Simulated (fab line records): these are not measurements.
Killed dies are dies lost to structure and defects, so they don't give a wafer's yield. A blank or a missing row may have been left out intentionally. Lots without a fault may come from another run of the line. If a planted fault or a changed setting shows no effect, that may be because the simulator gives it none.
Problem report, 8D (eight disciplines) form, completed by code || flow gf180mcu || the parts of the form that need people (team, actions taken, sign-off) are left out

== 1. WHAT IS WRONG ==
Wafers free of any fault read 46.12 ohm/sq (standard deviation 0.089) for NSD_RS at GF_PSD_RS_MEAS_14, against a mean of 44.70 ohm/sq on 6 wafers of 2 lots. Measured from the usual mean, that is -16 standard deviations.
The step: measures by four-point-probe.
First observed at day 17 15:01: wafer L861.2, on film_metro-01. Wafers with a number at this step in the record: 36, from 12 lots. Rule for "out" (also "out of limits"): further than 4 standard deviations from the usual mean. Any other wafer with a number is counted as sound.

== 2. WHAT IT IS AND WHAT IT IS NOT ==
{"question": "which readings at this step", "is": "NSD_RS", "is not": "-"}
{"question": "which lots", "is": "L861, L863", "is not": "L852, L853, L854, L856, L857, L866, L870, L872, L873, L874"}
{"question": "which wafers of those lots", "is": "all that have a number", "is not": "-"}
{"question": "read on which gauges", "is": "film_metro-01, film_metro-03", "is not": "film_metro-02"}
{"question": "when", "is": "from day 17 15:01", "is not": "up to then (15 sound wafers); but 15 sound wafers of L866, L870, L872, L873, L874 came after"}

== 3. THE SUSPECTS, EACH WITH WHAT RULES IT OUT ==
Counting: a tool stays on the suspect list if, at a process step up to the reading, it processed all lots that are out and no sound lot following the first of them.
- the gauge at GF_PSD_RS_MEAS_14: ruled out. The wafers that are out were read on 2 gauges (film_metro-01, film_metro-03).
- plasma_asher-02 at GF_DUAL_GATE_STRIP_13 (strips in O2/N2): ruled out as a lasting fault. After its first lot that is out, L861 (day 11 02:42), sound lots L873, L874 ran on it.
- rtp_anneal-02 at GF_PSD_RTA_13 (time 20 s): ruled out as a lasting fault. After its first lot that is out, L861 (day 17 14:55), sound lots L872 ran on it.
Left after counting: nothing in the record.

== 4. THE CAUSE (what the simulator had put in) ==
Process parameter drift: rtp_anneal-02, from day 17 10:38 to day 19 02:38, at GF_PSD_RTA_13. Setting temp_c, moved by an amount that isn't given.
Counting ruled it out, wrongly: the rule takes a fault to strike every lot that its tool runs from its start on, and this one did not.

== 5. THE EFFECT CHAIN, in route order ==
Each row: a reading whose mean over the struck wafers that have a number lies more than 3 standard deviations from the usual. Scope: only readings with a usual standard deviation given in the record; hours: median across lots of the time from each lot's start at the first step in this table that gives one to its start at this step; sigmas: change in usual standard deviations.
{"hours": 0, "step": "GF_PSD_RTA_13", "reading": "wafer_temp_C_max", "usual": 1029.2, "on struck wafers": 1038.7, "change": "+9.5", "sigmas": "+11"}
{"hours": 0, "step": "GF_PSD_RS_MEAS_14", "reading": "NSD_RS", "usual": "46.12 ohm/sq", "on struck wafers": 44.70, "change": -1.42, "sigmas": -16}
{"hours": 5, "step": "GF_PSD_RS_MEAS_15", "reading": "PSD_RS", "usual": "108.6 ohm/sq", "on struck wafers": 103.6, "change": -5.0, "sigmas": -16}
Its process steps:
- GF_PSD_RTA_13: time 20 s.

== 6. WHAT WOULD HAVE CAUGHT IT SOONER ==
The first out-of-limits reading at a measuring or inspecting step in this record came at day 17 15:01, 4 hours after the fault's start at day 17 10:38.
At GF_PSD_RTA_13, the tool's own readings (wafer_temp_C_max) were out on each struck wafer the step has a row for, so an alarm limit on them would have fired on the first such wafer.
